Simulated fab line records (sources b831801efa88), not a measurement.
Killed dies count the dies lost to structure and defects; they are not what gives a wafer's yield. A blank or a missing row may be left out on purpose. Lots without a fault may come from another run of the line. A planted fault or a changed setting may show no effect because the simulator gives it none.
The tool behind it: which one?    flow gf180mcu    14 lots (42 wafers sampled), 1 step of a 602-step route

== WHAT THE GAUGES SHOWED, per wafer ==
Not one reading of a measure or inspect step in the record can be checked against a usual standard deviation.

== WHICH TOOL RAN EACH LOT (tool, then ch and the chambers of the sampled wafers, then the start) ==
lot   GF_M5_METAL_ETCH_10
L562  rie-metal-02 ch 0,1, day 26 02:10
L565  rie-metal-02 ch 0,1, day 27 05:43
L566  rie-metal-02 ch 0,1, day 27 15:23
L569  rie-metal-02 ch 0,1, day 28 16:11
L570  rie-metal-02 ch 0,1, day 28 21:25
L576  rie-metal-01 ch 0,1, day 30 17:32
L578  rie-metal-01 ch 0,1, day 31 06:02
L579  rie-metal-04 ch 0,1, day 31 09:32
L580  rie-metal-04 ch 0,1, day 31 13:04
L581  rie-metal-04 ch 0,1, day 31 21:34
L582  rie-metal-04 ch 0,1, day 32 01:47
L583  rie-metal-04 ch 1, day 32 11:50
L584  rie-metal-02 ch 1, day 32 19:34
L585  rie-metal-01 ch 0,1, day 32 23:04
- GF_M5_METAL_ETCH_10: etches the open film in Cl2/BCl3, stops on SiO2, target depth 750.8 nm, time 125.1 s.

== AS READ BY THE TOOLS THEMSELVES (means over the sampled wafers that have a number; for cases with no such wafer, the mark the record gives instead) ==
GF_M5_METAL_ETCH_10. Usual: bias-w 140.0 W, standard deviation 0.37; drypump-motor-current-A 6.1 A, standard deviation 0.32; he-backside-leak-sccm 3.32 sccm, standard deviation 0.2; oes-product-au 0.981 a.u., standard deviation 0.006; throttle-valve-pct 28.241 %, standard deviation 0.01.
lot   tool          bias-w (W)  drypump-motor-current-A (A)  he-backside-leak-sccm (sccm)  oes-product-au (a.u.)  throttle-valve-pct (%)  flag
L562  rie-metal-02  140.0       6.5                          3.25                          0.986                  28.237                  
L565  rie-metal-02  140.4       6.5                          3.36                          0.983                  28.231                  
L566  rie-metal-02  140.4       6.3                          3.35                          0.983                  28.229                  
L569  rie-metal-02  150.0       6.5                          3.32                          0.989                  28.229                  OFF
L570  rie-metal-02  150.1       6.5                          3.30                          0.990                  28.232                  OFF
L576  rie-metal-01  140.1       5.9                          3.50                          0.979                  28.236                  
L578  rie-metal-01  140.0       5.9                          3.41                          0.979                  28.242                  
L579  rie-metal-04  140.0       5.8                          3.24                          0.980                  28.240                  
L580  rie-metal-04  139.8       5.8                          3.17                          0.972                  28.236                  
L581  rie-metal-04  140.0       5.8                          3.11                          0.978                  28.249                  
L582  rie-metal-04  140.2       5.8                          3.23                          0.978                  28.237                  
L583  rie-metal-04  139.5       5.7                          3.00                          0.979                  28.244                  
L584  rie-metal-02  139.8       6.6                          3.40                          0.984                  28.236                  
L585  rie-metal-01  139.6       6.0                          3.57                          0.985                  28.241                  

== THE ANSWER, worked out from the rows above alone ==
Rule: take the mean of a lot's wafers that have a number; if it is more than 3 standard deviations from the usual mean, the lot is off. Also off: a lot with no number at a reading for which 4 or more lots have one. Any other lot the step has rows for is counted as sound. Order of review: gauges by route order, followed by the tools' own readings, for which a lot's mean as printed above is used. The first step at which some lot is off is used, and at that step the reading that is off furthest; a lot without a number counts as furthest.
Off at GF_M5_METAL_ETCH_10 (bias-w): L569, L570.
A tool fits if, at that step or a process step before it, it ran every lot that is off, and no sound lot after the first of them. None of those tried fits.

== WHAT WAS PUT IN BY THE SIMULATOR ==
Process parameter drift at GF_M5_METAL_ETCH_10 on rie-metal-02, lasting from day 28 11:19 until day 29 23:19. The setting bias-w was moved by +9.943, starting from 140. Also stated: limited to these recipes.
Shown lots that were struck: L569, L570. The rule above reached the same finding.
